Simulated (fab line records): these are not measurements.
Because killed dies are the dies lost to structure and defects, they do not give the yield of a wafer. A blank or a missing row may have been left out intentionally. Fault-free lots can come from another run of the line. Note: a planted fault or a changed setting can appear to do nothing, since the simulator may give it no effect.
The tool behind it: which one?	flow gf180mcu	13 lots with 39 wafers sampled at 3 steps, on a route of 602 steps

== WHAT THE GAUGES READ, wafer by wafer ==
GF_HV_LDD_TW_MEAS_23. Usual: HV_LDD_2_TW gives 1062 (standard deviation 10).
lot	measured	on	HV_LDD_2_TW	flag
L612	day 10 22:27	film metro-01	1072 1071 1069	
L613	day 11 05:37	film metro-02	1057 1054 1053	
L615	day 11 14:43	film metro-04	1057 1054 1054	
L618	day 12 16:08	film metro-02	1064 1056 1062	
L619	day 12 23:22	film metro-04	1044 1051 1045	
L620	day 13 09:37	film metro-02	1071 1068 1063	
L621	day 13 16:59	film metro-04	1058 1054 1055	
L622	day 14 01:35	film metro-01	1078 1078 1075	
L627	day 15 15:26	film metro-02	1069 1067 1057	
L628	day 15 22:50	film metro-01	1079 1081 1076	
L631	day 16 18:00	film metro-02	1060 1060 1060	
L633	day 17 10:02	film metro-04	1057 1050 1053	
L635	day 17 23:51	film metro-02	1050 1054 1045	

== TOOL THAT RAN EACH LOT (tool first, then ch and the chambers of the sampled wafers, then the start) ==
lot	GF_POLY_GATE_ETCH_13	GF_HV_LDD_STRIP_22
L612	rie si-01 ch 0,2,3, day 9 08:18	plasma asher-01 ch 0,1, day 10 22:20
L613	rie si-02 ch 1,3, day 9 15:21	plasma asher-01 ch 0,1, day 11 05:31
L615	rie si-01 ch 0,1,3, day 9 23:24	plasma asher-03 ch 0,1, day 11 14:37
L618	rie si-01 ch 0,1,2, day 10 23:45	plasma asher-03 ch 0,1, day 12 16:01
L619	rie si-02 ch 0,1,2, day 11 07:39	plasma asher-01 ch 0,1, day 12 23:16
L620	rie si-02 ch 0,1,3, day 11 15:21	plasma asher-02 ch 0, day 13 09:31
L621	rie si-01 ch 1,2, day 11 23:41	plasma asher-01 ch 0,1, day 13 16:55
L622	rie si-01 ch 2,3, day 12 06:56	plasma asher-02 ch 0,1, day 14 01:29
L627	rie si-02 ch 0,1,3, day 13 17:17	plasma asher-03 ch 0,1, day 15 15:19
L628	rie si-02 ch 0,1,2, day 14 01:51	plasma asher-01 ch 0,1, day 15 22:44
L631	rie si-01 ch 0,2, day 14 19:26	plasma asher-03 ch 0,1, day 16 17:53
L633	rie si-02 ch 2,3, day 15 10:26	plasma asher-03 ch 0,1, day 17 09:56
L635	rie si-02 ch 0,1,3, day 16 01:38	plasma asher-01 ch 0,1, day 17 23:44
- GF_POLY_GATE_ETCH_13: etches poly-Si in HBr/Cl2, stops on SiO2, target depth 198.5 nm, time 69.6 s.
- GF_HV_LDD_STRIP_22: strips in O2/N2.

== AS READ BY THE TOOLS THEMSELVES (means over the sampled wafers that have a number; for cases with no such wafer, the mark the record gives instead) ==
GF_POLY_GATE_ETCH_13. Usual: HBr_flow_sccm 150.0 sccm, standard deviation 0.47; chamber pressure mTorr 10.000 mTorr, standard deviation 0.009; drypump motor current A 6.0 A, standard deviation 0.3; he backside leak sccm 2.61 sccm, standard deviation 0.27; oes product au 0.993 a.u., standard deviation 0.0077; throttle valve pct 33.683 %, standard deviation 0.0084.
lot	tool	HBr_flow_sccm (sccm)	chamber pressure mTorr (mTorr)	drypump motor current A (A)	he backside leak sccm (sccm)	oes product au (a.u.)	throttle valve pct (%)	flag
L612	rie si-01	150.1	9.999	6.1	2.77	0.998	33.679	
L613	rie si-02	149.6	9.994	5.9	2.74	0.996	33.684	
L615	rie si-01	150.4	10.001	5.8	2.50	0.994	33.686	
L618	rie si-01	150.3	9.994	5.9	2.65	0.982	33.684	
L619	rie si-02	149.9	10.000	6.1	2.53	0.998	33.683	
L620	rie si-02	149.8	10.000	6.1	2.56	0.996	33.687	
L621	rie si-01	149.9	10.003	5.7	2.63	0.984	33.682	
L622	rie si-01	150.0	9.996	6.2	2.74	0.988	33.680	
L627	rie si-02	149.6	10.000	6.1	2.62	1.009	33.677	
L628	rie si-02	150.2	9.988	6.1	2.87	0.984	33.682	
L631	rie si-01	150.3	9.996	6.2	2.92	0.989	33.686	
L633	rie si-02	149.2	9.993	6.0	2.60	0.985	33.687	
L635	rie si-02	150.1	9.988	6.1	2.56	0.996	33.682	

GF_HV_LDD_STRIP_22. Usual: chamber pressure mTorr 1499.9 mTorr, standard deviation 1.3; drypump motor current A 5.6 A, standard deviation 0.36; heater power w 320 W, standard deviation 27; oes product au 0.716 a.u., standard deviation 0.0049; strip time to endpoint s 12.62 s, standard deviation 0.03.
lot	tool	chamber pressure mTorr (mTorr)	drypump motor current A (A)	heater power w (W)	oes product au (a.u.)	strip time to endpoint s (s)	flag
L612	plasma asher-01	1498.9	5.6	347	0.714	12.65	
L613	plasma asher-01	1500.7	5.6	345	0.713	12.63	
L615	plasma asher-03	1500.8	5.8	295	0.715	12.66	
L618	plasma asher-03	1497.8	6.0	300	0.716	12.62	
L619	plasma asher-01	1499.8	5.5	349	0.713	12.60	
L620	plasma asher-02	1499.4	4.9	285	0.715	12.65	
L621	plasma asher-01	1500.9	5.4	331	0.718	12.61	
L622	plasma asher-02	1500.5	5.7	300	0.712	12.63	
L627	plasma asher-03	1499.8	5.8	297	0.718	12.65	
L628	plasma asher-01	1499.3	5.6	349	0.713	12.62	
L631	plasma asher-03	1500.2	5.8	295	0.717	12.62	
L633	plasma asher-03	1501.0	5.8	294	0.712	12.61	
L635	plasma asher-01	1499.8	5.6	346	0.717	12.59	

== THE ANSWER, worked out from the rows above alone ==
Rule: take the mean of a lot's wafers that have a number; if it is more than 3 standard deviations from the usual mean, the lot is off. A lot without any number at a reading at which 4 lots or more have one is off too. Where the step has rows for the other lots, those lots are counted as sound. First the gauges in route order, then the tools' own readings, where a lot's mean is used as printed above. The first step at which some lot is off is used, and at that step the reading that is off furthest; a lot without a number counts as furthest.
Across all readings shown, no lot is off: no conclusion can be drawn from this.

== WHAT THE SIMULATOR HAD INSERTED ==
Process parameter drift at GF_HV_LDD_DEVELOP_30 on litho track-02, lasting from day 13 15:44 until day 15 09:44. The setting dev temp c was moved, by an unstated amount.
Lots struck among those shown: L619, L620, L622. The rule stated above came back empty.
